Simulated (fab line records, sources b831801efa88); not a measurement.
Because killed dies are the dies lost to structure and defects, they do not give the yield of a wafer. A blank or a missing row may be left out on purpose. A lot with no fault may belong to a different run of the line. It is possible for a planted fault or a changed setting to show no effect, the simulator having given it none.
Matching of chambers :: flow gf180mcu :: GF_V3_ETCH_16 on rie diel-01: 4 sister chambers
The step etches BARC in N2/H2. 8 wafers are shown with their chamber, then 9 later ones without.

== WAFERS, EACH WITH ITS CHAMBER ==
wafer: L075.5
chamber: 1
drypump motor current A (A): 6.1
chamber pressure mTorr (mTorr): 29.986

wafer: L079.2
chamber: 1
drypump motor current A (A): 6.1
chamber pressure mTorr (mTorr): 29.994

wafer: L086.2
chamber: 0
drypump motor current A (A): 5.0
chamber pressure mTorr (mTorr): 30.008

wafer: L086.3
chamber: 2
drypump motor current A (A): 5.6
chamber pressure mTorr (mTorr): 30.014

wafer: L086.4
chamber: 3
drypump motor current A (A): 6.0
chamber pressure mTorr (mTorr): 29.980

wafer: L089.2
chamber: 0
drypump motor current A (A): 5.1
chamber pressure mTorr (mTorr): 29.964

wafer: L089.3
chamber: 2
drypump motor current A (A): 5.6
chamber pressure mTorr (mTorr): 30.033

wafer: L089.6
chamber: 3
drypump motor current A (A): 6.0
chamber pressure mTorr (mTorr): 30.037

== WAFERS MISSING THEIR CHAMBER ==
wafer: L092.1
drypump motor current A (A): 5.1
chamber pressure mTorr (mTorr): 30.021

wafer: L092.2
drypump motor current A (A): 5.6
chamber pressure mTorr (mTorr): 29.935

wafer: L092.4
drypump motor current A (A): 6.0
chamber pressure mTorr (mTorr): 29.992

wafer: L093.1
drypump motor current A (A): 6.0
chamber pressure mTorr (mTorr): 29.987

wafer: L093.3
drypump motor current A (A): 5.0
chamber pressure mTorr (mTorr): 29.944

wafer: L093.5
drypump motor current A (A): 6.0
chamber pressure mTorr (mTorr): 29.988

wafer: L094.1
drypump motor current A (A): 5.0
chamber pressure mTorr (mTorr): 29.977

wafer: L094.2
drypump motor current A (A): 6.0
chamber pressure mTorr (mTorr): 30.042

wafer: L094.3
drypump motor current A (A): 5.6
chamber pressure mTorr (mTorr): 30.019

== EACH ONE'S CHAMBER ==
wafer: L092.1
from the rows above: 0
in truth: 0

wafer: L092.2
from the rows above: 2
in truth: 2

wafer: L092.4
from the rows above: 3
in truth: 3

wafer: L093.1
from the rows above: 3
in truth: 3

wafer: L093.3
from the rows above: 0
in truth: 0

wafer: L093.5
from the rows above: 3
in truth: 3

wafer: L094.1
from the rows above: 0
in truth: 0

wafer: L094.2
from the rows above: 3
in truth: 3

wafer: L094.3
from the rows above: 2
in truth: 2
Correctly placed: 9 of 9. From these rows, 0 cannot be placed. Placed wrongly: 0.
How it was worked out, from the rows above alone: a wafer's distance from a chamber is the root of the sum, over the readings, of the square of ((its reading less the chamber's mean) divided by the reading's scatter). The wafer belongs to the nearest chamber; if the next one is less than 2 further off, it can't be placed. A chamber's mean is the mean of its shown wafers. The scatter is the square root of a quotient: the sum, over the shown wafers, of each reading's squared deviation from its chamber's mean, divided by wafers minus chambers.
